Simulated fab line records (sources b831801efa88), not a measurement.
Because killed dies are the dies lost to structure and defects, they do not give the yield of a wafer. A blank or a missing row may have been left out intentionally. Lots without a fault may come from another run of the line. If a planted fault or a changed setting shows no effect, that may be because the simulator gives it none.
What tool caused it?    flow gf180mcu    Sampling: 12 lots, 36 wafers, 3 of 602 route steps

## WHAT EACH GAUGE READ, for each wafer
GF_M4_CD_MEAS_14 targets a cd of 280 nm. Usual: 279.8 nm for cd_nm, sd 1.2.
lot   measured      on         cd_nm (nm)         flag
L796  day 23 20:23  cd_sem-02  278.5 278.9 279.8  
L797  day 24 08:33  cd_sem-01  276.8 277.3 277.1  
L802  day 25 21:26  cd_sem-02  280.1 280.2 280.2  
L807  day 28 02:37  cd_sem-01  279.7 279.2 280.6  
L808  day 28 19:11  cd_sem-01  278.4 279.3 278.3  
L810  day 28 20:13  cd_sem-02  280.1 281.3 279.7  
L811  day 29 04:25  cd_sem-01  279.2 280.6 279.2  
L812  day 29 08:53  cd_sem-02  279.4 280.4 280.2  
L813  day 29 11:58  cd_sem-02  280.0 280.2 279.0  
L814  day 29 17:58  cd_sem-01  279.5 280.4 280.8  
L816  day 30 05:43  cd_sem-01  279.7 278.3 278.5  
L818  day 30 21:48  cd_sem-01  278.9 280.5 279.5  

## TOOL THAT RAN EACH LOT (tool first, then ch and the chambers of the sampled wafers, then the start)
lot   GF_V2_ETCH_16                       GF_V3_ETCH_16
L796  rie_diel-01 ch 0,2,3, day 20 17:56  rie_diel-02 ch 0,1,2, day 22 19:16
L797  rie_diel-01 ch 0,1, day 21 06:04    rie_diel-01 ch 1,2,3, day 23 08:05
L802  rie_diel-03 ch 2,3, day 22 21:43    rie_diel-02 ch 0,1,2, day 24 22:24
L807  rie_diel-03 ch 1,2, day 25 08:04    rie_diel-01 ch 0,1,3, day 27 04:50
L808  rie_diel-01 ch 0,3, day 26 00:53    rie_diel-01 ch 0,1,3, day 27 20:33
L810  rie_diel-02 ch 0,2, day 26 02:06    rie_diel-01 ch 0,2,3, day 27 22:51
L811  rie_diel-01 ch 2,3, day 26 11:56    rie_diel-01 ch 1,2,3, day 28 07:41
L812  rie_diel-02 ch 1,2,3, day 26 15:33  rie_diel-01 ch 0,2,3, day 28 11:45
L813  rie_diel-03 ch 0,1,2, day 26 20:13  rie_diel-02 ch 0,2,3, day 28 15:09
L814  rie_diel-02 ch 0,3, day 27 02:35    rie_diel-02 ch 0,1,3, day 28 21:23
L816  rie_diel-01 ch 0,1,3, day 27 14:42  rie_diel-02 ch 0,2,3, day 29 09:33
L818  rie_diel-02 ch 0,2,3, day 28 08:56  rie_diel-04 ch 0,1,2, day 30 01:38
- GF_V2_ETCH_16: etches BARC in N2/H2.
- GF_V3_ETCH_16: etches BARC in N2/H2.

## AS READ BY THE TOOLS THEMSELVES (means over the sampled wafers that have a number; for cases with no such wafer, the mark the record gives instead)
GF_V2_ETCH_16. Usual: drypump_motor_current_A 5.8 A, standard deviation 0.42; h2_flow_sccm 200.0 sccm, standard deviation 0.67; oes_product_au 0.855 a.u., standard deviation 0.0045; throttle_valve_pct 13.225 %, standard deviation 0.009.
lot   tool         drypump_motor_current_A (A)  h2_flow_sccm (sccm)  oes_product_au (a.u.)  throttle_valve_pct (%)  flag
L796  rie_diel-01  5.9                          200.3                0.853                  13.222                  
L797  rie_diel-01  5.7                          199.6                0.859                  13.226                  
L802  rie_diel-03  5.4                          200.0                0.856                  13.225                  
L807  rie_diel-03  5.6                          199.3                0.857                  13.222                  
L808  rie_diel-01  5.5                          200.5                0.854                  13.221                  
L810  rie_diel-02  6.0                          199.6                0.855                  13.226                  
L811  rie_diel-01  6.1                          200.3                0.854                  13.227                  
L812  rie_diel-02  5.6                          200.0                0.856                  13.221                  
L813  rie_diel-03  5.9                          199.9                0.857                  13.228                  
L814  rie_diel-02  5.8                          200.1                0.858                  13.226                  
L816  rie_diel-01  5.6                          199.9                0.850                  13.222                  
L818  rie_diel-02  5.7                          201.2                0.852                  13.225                  

GF_V3_ETCH_16. Usual: drypump_motor_current_A 5.8 A, standard deviation 0.43; h2_flow_sccm 200.0 sccm, standard deviation 0.57; oes_product_au 0.855 a.u., standard deviation 0.0041; throttle_valve_pct 13.225 %, standard deviation 0.0096.
lot   tool         drypump_motor_current_A (A)  h2_flow_sccm (sccm)  oes_product_au (a.u.)  throttle_valve_pct (%)  flag
L796  rie_diel-02  5.9                          200.4                0.851                  13.221                  
L797  rie_diel-01  6.1                          199.8                0.858                  13.224                  
L802  rie_diel-02  5.9                          199.9                0.850                  13.227                  
L807  rie_diel-01  5.6                          199.9                0.854                  13.221                  
L808  rie_diel-01  5.6                          200.2                0.857                  13.224                  
L810  rie_diel-01  5.9                          200.5                0.851                  13.230                  
L811  rie_diel-01  6.1                          200.4                0.861                  13.225                  
L812  rie_diel-01  5.9                          199.5                0.853                  13.219                  
L813  rie_diel-02  5.7                          199.9                0.854                  13.231                  
L814  rie_diel-02  5.7                          200.3                0.852                  13.212                  
L816  rie_diel-02  5.7                          200.1                0.851                  13.217                  
L818  rie_diel-04  5.7                          200.0                0.856                  13.215                  

## THE ANSWER, worked out from the rows above alone
Rule: a lot is off if the mean of its wafers that have a number lies more than 3 standard deviations from the usual mean. A lot without any number at a reading at which 4 lots or more have one is off too. Any other lot the step has rows for is counted as sound. After the gauges, taken in route order, come the tools' own readings; for these a lot's mean is taken, as printed above. At the first step where some lot is off, the reading lying furthest off is the one used; lots without a number count as furthest.
None of the lots is off at any reading shown; this tells nothing.

## WHAT WAS PUT IN BY THE SIMULATOR
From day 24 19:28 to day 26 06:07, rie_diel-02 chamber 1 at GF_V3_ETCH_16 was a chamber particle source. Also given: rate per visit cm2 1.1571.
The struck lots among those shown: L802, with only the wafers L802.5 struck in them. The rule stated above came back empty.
